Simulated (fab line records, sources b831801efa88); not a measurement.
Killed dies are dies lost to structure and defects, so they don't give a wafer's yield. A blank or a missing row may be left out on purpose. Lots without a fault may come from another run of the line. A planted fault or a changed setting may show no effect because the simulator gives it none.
fab line records | flow sky130 | part 2 of 2: steps 44 to 44 of 44
record lots=6 wafers=18 last_day=50
route steps=708 shown FIELD_ISO@21 NWELL@32 DNWELL@35 PWDE@45 SONOS_ONO@183 PAD_OPEN@708
lots that met no fault: from a run of the same line without faults
start_h: hours from the record's first day to the start of the lot's first wafer shown | wait_h: hours since the lot's step before | " the same as in the row above | L1.1+2: a row that stands for several wafers | - no value, or no start given | * or withheld: withheld | < > ~ a bound
route shown NAME@n: a module of which the file shows steps, and the number in the route of the first | usual: mean/standard deviation of fault-free wafers | same: alike in all rows | chamber/n: place in a boat | sites: the reading at each site | _std_site: their standard deviation | _edge_site: outer sites' mean less inner sites' | radius_mm: how far each site lies from the wafer's centre | mask NAME#n: copy n | behind: the tool/chamber that last shaped the wafer | hold: why the lot was held/for how many hours/how that ended | device: the transistor (n, p or np) that didn't switch | end of line: the same wafers' tests at the end of the route | a step without rows: its recipe alone | killed: dies lost to structure and defects at the first sort, not the wafer's yield | map: a wafer's dies, x killed, . not, _ none there
set.NAME: the setting as run; set.NAME@STEP: as run at that earlier step | model.NAME: the simulator's own value behind a step, which no gauge read
lots at some steps of the route; a table a step, a row a wafer
services: from which hour (start_h, from the record's first day; less than 0 if before it) a tool's chamber was out of use, for how many hours, and why
## steps
# step SKY_PAD_OPEN_PROBE_99
# usual killed_at_M0_to_M3=44/7 killed_at_M4_up=3.1/1.8 killed_at_contacts=25/5.1 killed_at_front_end=15/4.3 killed_at_other=0.3/0.61 killed_dies=87/9.8 killed_open=48/7 killed_short=38/6.3
# same gross_dies=492 killed_at_back_side=0
# columns lot.wafer tool chamber start_h wait_h killed_at_M0_to_M3 killed_at_M4_up killed_at_contacts killed_at_front_end killed_at_other killed_dies killed_open killed_short model.etest.nfet_16v.r_on_ohm_um model.etest.tip_p.rs_ohm_sq model.etest.pfet_01v8.r_on_ohm_um model.etest.pfet_g5v0d10v5.r_on_ohm_um model.etest.sonos_erased.drive_ua_um model.etest.tip_p_5v.rs_ohm_sq model.etest.res_pwell_under_gate.rs_ohm_sq model.etest.sonos_uncharged.r_on_ohm_um
L938.2 prober-01 - 1090.05 0.1 46 2 26 16 0 90 55 35 1.398e+04 6829 2906 4764 211.8 2824 2266 799.5
L938.4 prober-01 - 1090.15 0.2 38 3 24 16 1 82 46 36 1.386e+04 6809 2924 4697 146.4 2845 2269 805
L938.6 prober-01 - 1090.25 0.2 45 2 24 25 0 96 44 52 1.393e+04 6843 2896 4735 192.7 2844 2270 797.9
L944.1 prober-01 - 1122.29 0.1 43 5 21 12 0 81 41 40 1.396e+04 6852 2956 4733 210.6 2882 2267 812
L944.3 prober-01 - 1122.39 0.2 39 1 30 15 0 85 44 40 1.409e+04 6834 2922 4676 165.1 2860 2273 811.8
L944.4 prober-01 - 1122.44 0.2 49 3 20 22 0 94 44 50 1.416e+04 6864 2867 4668 198.9 2880 2268 815.5
L945.1 prober-02 - 1127.74 0.1 33 2 35 17 0 87 51 36 1.34e+04 7067 3054 4818 114.9 2869 2286 830.4
L945.3 prober-02 - 1127.84 0.2 37 3 20 11 0 71 40 31 1.33e+04 7111 3059 4780 93.77 2874 2276 822
L945.5 prober-02 - 1127.94 0.2 54 5 19 14 0 92 46 46 1.341e+04 7079 2983 4777 107 2859 2285 821.7
L946.2 prober-01 - 1129.51 0.1 47 0 28 21 0 96 51 45 1.349e+04 7284 3174 4978 155.7 2922 2318 834.6
L946.3 prober-01 - 1129.56 0.2 37 0 21 9 1 68 40 28 1.33e+04 7331 3083 4869 153.6 2917 2332 818
L946.5 prober-01 - 1129.66 0.2 40 5 22 14 0 81 43 38 1.346e+04 7235 3102 4960 158.8 2923 2320 842.7
L947.4 prober-02 - 1136.44 0.2 41 3 23 15 0 82 46 36 1.422e+04 6873 2971 4869 197 2855 2295 815.2
L947.5 prober-02 - 1136.49 0.2 51 5 22 9 0 87 47 39 1.416e+04 6878 2909 4814 199.6 2882 2305 813
L947.6 prober-02 - 1136.54 0.2 54 4 20 17 0 95 52 42 1.407e+04 6881 2840 4788 184.2 2859 2299 794.5
L958.3 prober-01 - 1189.72 0.2 42 3 19 7 0 71 39 32 1.421e+04 6871 2908 4794 163.3 2852 2305 812.8
L958.4 prober-01 - 1189.77 0.2 55 2 11 9 0 77 45 32 1.42e+04 6878 2912 4765 167.7 2864 2296 834
L958.6 prober-01 - 1189.87 0.2 54 9 17 12 0 92 46 46 1.428e+04 6850 2929 4810 203.6 2871 2316 820.1
# killed by level:class
L938.2 CONTACT:geometric_particle:open=11 LI_CONTACT:geometric_particle:open=10 VIA1:geometric_particle:open=10 FIELD_ISO:geometric_particle:open=5 METAL1:geometric_particle:short=5 VIA2:geometric_particle:short=5 METAL1:geometric_particle:open=4 VIA1:geometric_particle:short=4
L938.4 METAL1:geometric_particle:short=10 CONTACT:geometric_particle:open=10 LI_CONTACT:geometric_particle:open=6 VIA1:geometric_particle:open=5 FIELD_ISO:geometric_particle:open=4 VIA2:geometric_particle:open=4 VIA3:geometric_particle:open=4 POLY_GATE:geometric_particle:short=3
L938.6 VIA1:geometric_particle:open=9 FIELD_ISO:geometric_particle:short=8 METAL2:geometric_particle:short=8 FIELD_ISO:geometric_particle:open=7 CONTACT:geometric_particle:open=6 CONTACT:geometric_particle:short=6 METAL1:geometric_particle:short=6 VIA2:geometric_particle:open=6
L944.1 CONTACT:geometric_particle:open=9 VIA1:geometric_particle:short=7 VIA2:geometric_particle:open=7 LI_CONTACT:geometric_particle:open=6 METAL1:geometric_particle:short=5 METAL3:geometric_particle:short=5 VIA3:geometric_particle:open=5 VIA1:geometric_particle:open=4
L944.3 CONTACT:geometric_particle:open=10 LI_CONTACT:geometric_particle:open=8 VIA1:geometric_particle:open=8 FIELD_ISO:geometric_particle:short=7 LOCAL_INTERCONNECT:geometric_particle:short=7 VIA2:geometric_particle:open=7 VIA3:geometric_particle:open=6 METAL1:geometric_particle:short=5
L944.4 VIA3:geometric_particle:open=11 METAL2:geometric_particle:short=9 VIA2:geometric_particle:open=7 POLY_GATE:geometric_particle:short=6 POLY_GATE:geometric_particle:open=6 CONTACT:geometric_particle:open=6 LOCAL_INTERCONNECT:geometric_particle:short=5 CONTACT:geometric_particle:short=5
L945.1 CONTACT:geometric_particle:open=12 VIA1:geometric_particle:open=8 LOCAL_INTERCONNECT:geometric_particle:short=7 CONTACT:geometric_particle:short=7 LI_CONTACT:geometric_particle:open=6 POLY_GATE:geometric_particle:short=5 VIA2:geometric_particle:open=5 VIA3:geometric_particle:open=5
L945.3 VIA1:geometric_particle:open=11 CONTACT:geometric_particle:open=6 LI_CONTACT:geometric_particle:open=6 VIA1:geometric_particle:short=5 VIA3:geometric_particle:open=5 METAL1:geometric_particle:short=4 FIELD_ISO:geometric_particle:short=3 LOCAL_INTERCONNECT:geometric_particle:short=3
L945.5 VIA1:geometric_particle:open=11 VIA3:geometric_particle:open=10 METAL2:geometric_particle:short=8 CONTACT:geometric_particle:open=7 METAL1:geometric_particle:short=7 VIA2:geometric_particle:open=6 FIELD_ISO:geometric_particle:short=5 LI_CONTACT:geometric_particle:open=5
L946.2 VIA1:geometric_particle:open=12 CONTACT:geometric_particle:open=8 METAL2:geometric_particle:short=7 LI_CONTACT:geometric_particle:open=7 VIA2:geometric_particle:open=7 FIELD_ISO:geometric_particle:open=6 LOCAL_INTERCONNECT:geometric_particle:short=6 VIA1:geometric_particle:short=6
L946.3 VIA1:geometric_particle:open=9 LI_CONTACT:geometric_particle:open=6 VIA2:geometric_particle:open=6 LOCAL_INTERCONNECT:geometric_particle:short=5 METAL1:geometric_particle:short=5 FIELD_ISO:geometric_particle:short=4 CONTACT:geometric_particle:open=4 VIA3:geometric_particle:open=4
L946.5 VIA1:geometric_particle:open=11 VIA2:geometric_particle:open=9 CONTACT:geometric_particle:open=7 LI_CONTACT:geometric_particle:short=5 LI_CONTACT:geometric_particle:open=5 VIA1:geometric_particle:short=5 POLY_GATE:geometric_particle:short=4 CONTACT:geometric_particle:short=4
L947.4 CONTACT:geometric_particle:open=9 METAL1:geometric_particle:short=8 VIA3:geometric_particle:open=8 VIA1:geometric_particle:open=7 POLY_GATE:geometric_particle:open=5 LOCAL_INTERCONNECT:geometric_particle:short=5 FIELD_ISO:geometric_particle:open=4 VIA3:geometric_particle:short=4
L947.5 VIA2:geometric_particle:open=9 CONTACT:geometric_particle:open=8 LI_CONTACT:geometric_particle:open=7 VIA1:geometric_particle:open=7 METAL2:geometric_particle:short=6 VIA3:geometric_particle:open=6 METAL1:geometric_particle:short=5 VIA1:geometric_particle:short=5
L947.6 VIA1:geometric_particle:open=20 VIA3:geometric_particle:open=9 FIELD_ISO:geometric_particle:short=6 CONTACT:geometric_particle:open=6 METAL3:geometric_particle:short=5 POLY_GATE:geometric_particle:short=4 VIA2:geometric_particle:open=4 LI_CONTACT:geometric_particle:short=4
L958.3 VIA1:geometric_particle:open=12 LI_CONTACT:geometric_particle:open=10 VIA1:geometric_particle:short=6 VIA3:geometric_particle:open=6 METAL2:geometric_particle:short=5 METAL1:geometric_particle:short=4 VIA3:geometric_particle:short=3 LOCAL_INTERCONNECT:geometric_particle:short=3
L958.4 VIA1:geometric_particle:open=14 VIA3:geometric_particle:open=8 METAL1:geometric_particle:short=7 CONTACT:geometric_particle:open=6 VIA2:geometric_particle:short=6 VIA2:geometric_particle:open=6 VIA1:geometric_particle:short=5 POLY_GATE:geometric_particle:open=3
L958.6 VIA3:geometric_particle:open=11 LI_CONTACT:geometric_particle:open=8 METAL1:geometric_particle:short=8 METAL2:geometric_particle:short=8 VIA2:geometric_particle:open=6 VIA1:geometric_particle:short=6 METAL4:geometric_particle:short=6 VIA1:geometric_particle:open=5
## services
# columns tool chamber start_h hours kind
cmp-01 - 26.78 0.9 repair
furnace-01 - 37.02 3.6 pm
cmp-01 - 48.63 4.6 pm
cmp-02 - 64.00 4.0 pm
furnace-01 - 87.96 3.0 pm
cmp-02 - 89.61 1.0 repair
plasma_asher-04 - 108.81 9.0 pm
cmp-02 - 132.49 0.9 repair
plasma_asher-04 - 164.77 7.4 repair
cmp-01 - 167.61 0.2 repair
furnace-02 - 180.46 24.7 repair
cmp-01 - 201.92 28.5 pm
furnace-02 - 205.15 4.2 pm
furnace-02 - 231.63 3.4 pm
cmp-01 - 232.00 4.0 pm
cmp-01 - 237.29 0.9 repair
furnace-01 - 255.09 3.9 pm
furnace-01 - 267.37 5.3 pm
cmp-01 - 284.67 0.5 repair
cmp-01 - 285.79 55.3 repair
plasma_asher-01 - 287.33 2.8 pm
plasma_asher-03 - 321.97 2.1 repair
plasma_asher-03 - 421.41 2.8 pm
plasma_asher-03 - 427.20 1.9 repair
## key
first_sign step=SKY_NWELL_OXIDATION_01 reading=tube_center_temp_C direction=up sigmas=99+ usual=* struck=*
effect step=SKY_NWELL_OXIDATION_01 reading=tube_center_temp_C_max direction=up sigmas=99+ usual=* struck=*
effect step=SKY_NWELL_THK_MEAS_02 reading=NWELL_OXIDATION_THK direction=up sigmas=39 usual=9.85 struck=16.81
model_effect step=SKY_NWELL_OXIDATION_01 value=SiO2_of_NWELL_OXIDATION_01.thk_nm without=9.993 struck=16.78
model_effect step=SKY_SONOS_ONO_ETCH_15 value=SiO2_of_NWELL_OXIDATION_01.thk_nm without=5.495 struck=12.29
model_effect step=SKY_PAD_OPEN_PROBE_99 value=etest.nfet_16v.r_on_ohm_um without=1.384e+04 struck=1.339e+04
met_at SKY_NWELL_OXIDATION_01
struck_wafers L945.1,L945.3,L945.5,L946.2,L946.3,L946.5
tester_left_out L945,L946
onset_between 73.72 77.54
fault kind=process_parameter_drift tool=furnace-01 chamber=- onset_h=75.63 steps=SKY_NWELL_OXIDATION_01 channel=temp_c offset=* shape=step end_h=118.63 acts_in=* stated=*
# tester_left_out: of these lots the tester's yield and bins aren't shown, on N5 and GAA mostly nor the transistor test; their killed dies are dies lost to structure and defects alone, not to doping, threshold or leakage, so they don't give the yield
